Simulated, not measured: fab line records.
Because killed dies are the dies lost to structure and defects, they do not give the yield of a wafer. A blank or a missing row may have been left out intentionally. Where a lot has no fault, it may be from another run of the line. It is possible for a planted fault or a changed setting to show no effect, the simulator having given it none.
Which tool was responsible? || flow gf180mcu || 33 wafers from 11 lots sampled at 3 of the route's 602 steps

WHAT THE GAUGES SHOWED, per wafer
GF_VT_IMPLANT_TW_MEAS_21.
{"lot": "L387", "measured": "day 6 09:13", "on": "filmMetro-03", "VT_IMPLANT_2_TW": "1205 1195 1197"}
{"lot": "L388", "measured": "day 6 09:49", "on": "filmMetro-04", "VT_IMPLANT_2_TW": "1214 1215 1221"}
{"lot": "L389", "measured": "day 6 20:08", "on": "filmMetro-01", "VT_IMPLANT_2_TW": "1221 1215 1219"}
{"lot": "L390", "measured": "day 7 00:04", "on": "filmMetro-03", "VT_IMPLANT_2_TW": "1200 1197 1191"}
{"lot": "L391", "measured": "day 7 10:26", "on": "filmMetro-03", "VT_IMPLANT_2_TW": "1199 1207 1202"}
{"lot": "L398", "measured": "day 9 06:50", "on": "filmMetro-03", "VT_IMPLANT_2_TW": "1279 1279 1281 1274 1276 1276"}
{"lot": "L399", "measured": "day 9 21:58", "on": "filmMetro-01", "VT_IMPLANT_2_TW": "1297 1300 1297 1304 1303 1288"}
{"lot": "L401", "measured": "day 10 07:29", "on": "filmMetro-04", "VT_IMPLANT_2_TW": "1220 1223 1231"}
{"lot": "L403", "measured": "day 10 19:53", "on": "filmMetro-03", "VT_IMPLANT_2_TW": "1200 1202 1199"}
{"lot": "L404", "measured": "day 10 22:07", "on": "filmMetro-01", "VT_IMPLANT_2_TW": "1208 1211 1211"}
{"lot": "L407", "measured": "day 11 13:15", "on": "filmMetro-04", "VT_IMPLANT_2_TW": "1226 1226 1235"}

EACH LOT AND THE TOOL THAT RAN IT (in order: tool; ch and the chambers of the sampled wafers; start)
{"lot": "L387", "GF_LVPWELL_STRIP_10": "plasmaAsher-03 ch 0, day 3 23:40", "GF_VT_IMPLANT_IMPLANT_19": "implanter-04 ch 0, day 6 08:58"}
{"lot": "L388", "GF_LVPWELL_STRIP_10": "plasmaAsher-04 ch 0,1, day 4 01:52", "GF_VT_IMPLANT_IMPLANT_19": "implanter-02 ch 0, day 6 09:34"}
{"lot": "L389", "GF_LVPWELL_STRIP_10": "plasmaAsher-03 ch 0,1, day 4 09:37", "GF_VT_IMPLANT_IMPLANT_19": "implanter-02 ch 0, day 6 19:54"}
{"lot": "L390", "GF_LVPWELL_STRIP_10": "plasmaAsher-03 ch 0,1, day 4 13:33", "GF_VT_IMPLANT_IMPLANT_19": "implanter-02 ch 0, day 6 23:49"}
{"lot": "L391", "GF_LVPWELL_STRIP_10": "plasmaAsher-04 ch 0,1, day 4 19:16", "GF_VT_IMPLANT_IMPLANT_19": "implanter-04 ch 0, day 7 10:12"}
{"lot": "L398", "GF_LVPWELL_STRIP_10": "plasmaAsher-04 ch 0,1, day 6 13:45", "GF_VT_IMPLANT_IMPLANT_19": "implanter-04 ch 0, day 9 06:37"}
{"lot": "L399", "GF_LVPWELL_STRIP_10": "plasmaAsher-01 ch 0,1, day 7 02:05", "GF_VT_IMPLANT_IMPLANT_19": "implanter-04 ch 0, day 9 21:43"}
{"lot": "L401", "GF_LVPWELL_STRIP_10": "plasmaAsher-03 ch 0,1, day 7 10:32", "GF_VT_IMPLANT_IMPLANT_19": "implanter-02 ch 0, day 10 07:16"}
{"lot": "L403", "GF_LVPWELL_STRIP_10": "plasmaAsher-03 ch 0,1, day 7 22:26", "GF_VT_IMPLANT_IMPLANT_19": "implanter-02 ch 0, day 10 19:40"}
{"lot": "L404", "GF_LVPWELL_STRIP_10": "plasmaAsher-04 ch 0,1, day 7 23:44", "GF_VT_IMPLANT_IMPLANT_19": "implanter-03 ch 0, day 10 21:52"}
{"lot": "L407", "GF_LVPWELL_STRIP_10": "plasmaAsher-03 ch 0,1, day 8 12:37", "GF_VT_IMPLANT_IMPLANT_19": "implanter-03 ch 0, day 11 13:00"}
- GF_LVPWELL_STRIP_10: strips in O2/N2.
- GF_VT_IMPLANT_IMPLANT_19

WHAT THE TOOLS THEMSELVES READ (means of the sampled wafers that have a number; where no wafer has one, the mark that the record gives instead)
GF_LVPWELL_STRIP_10.
{"lot": "L387", "tool": "plasmaAsher-03", "drypumpMotorCurrentA (A)": 4.83, "heaterPowerW (W)": 398, "oesProductAu (a.u.)": 0.721, "stripTimeToEndpointS (s)": 36.85}
{"lot": "L388", "tool": "plasmaAsher-04", "drypumpMotorCurrentA (A)": 5.32, "heaterPowerW (W)": 306, "oesProductAu (a.u.)": 0.721, "stripTimeToEndpointS (s)": 36.71}
{"lot": "L389", "tool": "plasmaAsher-03", "drypumpMotorCurrentA (A)": 4.80, "heaterPowerW (W)": 378, "oesProductAu (a.u.)": 0.718, "stripTimeToEndpointS (s)": 36.92}
{"lot": "L390", "tool": "plasmaAsher-03", "drypumpMotorCurrentA (A)": 4.82, "heaterPowerW (W)": 389, "oesProductAu (a.u.)": 0.720, "stripTimeToEndpointS (s)": 37.11}
{"lot": "L391", "tool": "plasmaAsher-04", "drypumpMotorCurrentA (A)": 5.31, "heaterPowerW (W)": 304, "oesProductAu (a.u.)": 0.723, "stripTimeToEndpointS (s)": 37.10}
{"lot": "L398", "tool": "plasmaAsher-04", "drypumpMotorCurrentA (A)": 5.25, "heaterPowerW (W)": 302, "oesProductAu (a.u.)": 0.726, "stripTimeToEndpointS (s)": 36.99}
{"lot": "L399", "tool": "plasmaAsher-01", "drypumpMotorCurrentA (A)": 5.57, "heaterPowerW (W)": 334, "oesProductAu (a.u.)": 0.720, "stripTimeToEndpointS (s)": 36.87}
{"lot": "L401", "tool": "plasmaAsher-03", "drypumpMotorCurrentA (A)": 4.80, "heaterPowerW (W)": 377, "oesProductAu (a.u.)": 0.726, "stripTimeToEndpointS (s)": 37.17}
{"lot": "L403", "tool": "plasmaAsher-03", "drypumpMotorCurrentA (A)": 4.82, "heaterPowerW (W)": 374, "oesProductAu (a.u.)": 0.727, "stripTimeToEndpointS (s)": 37.03}
{"lot": "L404", "tool": "plasmaAsher-04", "drypumpMotorCurrentA (A)": 5.32, "heaterPowerW (W)": 303, "oesProductAu (a.u.)": 0.722, "stripTimeToEndpointS (s)": 37.12}
{"lot": "L407", "tool": "plasmaAsher-03", "drypumpMotorCurrentA (A)": 4.81, "heaterPowerW (W)": 392, "oesProductAu (a.u.)": 0.725, "stripTimeToEndpointS (s)": 37.00}

GF_VT_IMPLANT_IMPLANT_19.
{"lot": "L387", "tool": "implanter-04", "beamOnS (s)": 9.92, "doseIonsCm2": 4.349e+12, "faradayCurrentUA": 24.7}
{"lot": "L388", "tool": "implanter-02", "beamOnS (s)": 10.07, "doseIonsCm2": 4.352e+12, "faradayCurrentUA": 24.4}
{"lot": "L389", "tool": "implanter-02", "beamOnS (s)": 9.95, "doseIonsCm2": 4.345e+12, "faradayCurrentUA": 24.7}
{"lot": "L390", "tool": "implanter-02", "beamOnS (s)": 9.97, "doseIonsCm2": 4.356e+12, "faradayCurrentUA": 24.6}
{"lot": "L391", "tool": "implanter-04", "beamOnS (s)": 10.13, "doseIonsCm2": 4.347e+12, "faradayCurrentUA": 24.2}
{"lot": "L398", "tool": "implanter-04", "beamOnS (s)": 9.92, "doseIonsCm2": 5.347e+12, "faradayCurrentUA": 30.4}
{"lot": "L399", "tool": "implanter-04", "beamOnS (s)": 10.00, "doseIonsCm2": 5.344e+12, "faradayCurrentUA": 30.1}
{"lot": "L401", "tool": "implanter-02", "beamOnS (s)": 10.05, "doseIonsCm2": 4.350e+12, "faradayCurrentUA": 24.3}
{"lot": "L403", "tool": "implanter-02", "beamOnS (s)": 10.26, "doseIonsCm2": 4.350e+12, "faradayCurrentUA": 23.9}
{"lot": "L404", "tool": "implanter-03", "beamOnS (s)": 10.12, "doseIonsCm2": 4.346e+12, "faradayCurrentUA": 24.2}
{"lot": "L407", "tool": "implanter-03", "beamOnS (s)": 9.98, "doseIonsCm2": 4.352e+12, "faradayCurrentUA": 24.6}

THE ANSWER, worked out from the rows above alone
Rule: the usual values come from the lots themselves. Put in order of their means at a reading, lots are off if they are a third of the lots or fewer, leave a main group of 4 or more, and stand apart from it by a gap of 3 or more times the standard deviation of the main group's means; of several such gaps the widest counts. The tables above print the reading to a certain number of digits; a main group whose means all agree to those digits is not used. A lot without any number at a reading at which 4 lots or more have one is off too. Any other lot the step has rows for is counted as sound. First the gauges in route order, then the tools' own readings, where a lot's mean is used as printed above. At the first step where some lot is off, the reading lying furthest off is the one used; lots without a number count as furthest.
Off: L398, L399, at GF_VT_IMPLANT_TW_MEAS_21 (VT_IMPLANT_2_TW). The main group has a mean of 1211 with a standard deviation of 11.
If a tool, at a process step before that reading, ran all the lots that are off and no sound lot after the first of them, it fits. Not tried: the gauges at GF_VT_IMPLANT_TW_MEAS_21; whatever is off there is also off at GF_VT_IMPLANT_IMPLANT_19, on other tools, and gauge error can't account for it. One fits: implanter-04 at GF_VT_IMPLANT_IMPLANT_19. Its last sound lot is L391 (day 7 10:12), its first lot that is off L398 (day 9 06:37): a fault that began between those two fits.
The tool's own readings at GF_VT_IMPLANT_IMPLANT_19 bear it out: on the lots that are off they differ by more than 5 times the standard deviation of the sound lots' means. doseIonsCm2 reads 5.346e+12 there against 4.350e+12 on the sound lots; faradayCurrentUA reads 30.2 there against 24.4 on the sound lots.

WHAT THE SIMULATOR HAD INSERTED
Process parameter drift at GF_VT_IMPLANT_IMPLANT_19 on implanter-04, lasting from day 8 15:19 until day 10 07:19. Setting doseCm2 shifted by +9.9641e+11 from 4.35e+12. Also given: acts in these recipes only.
Struck lots among those shown: L398, L399. The rule above found the same.
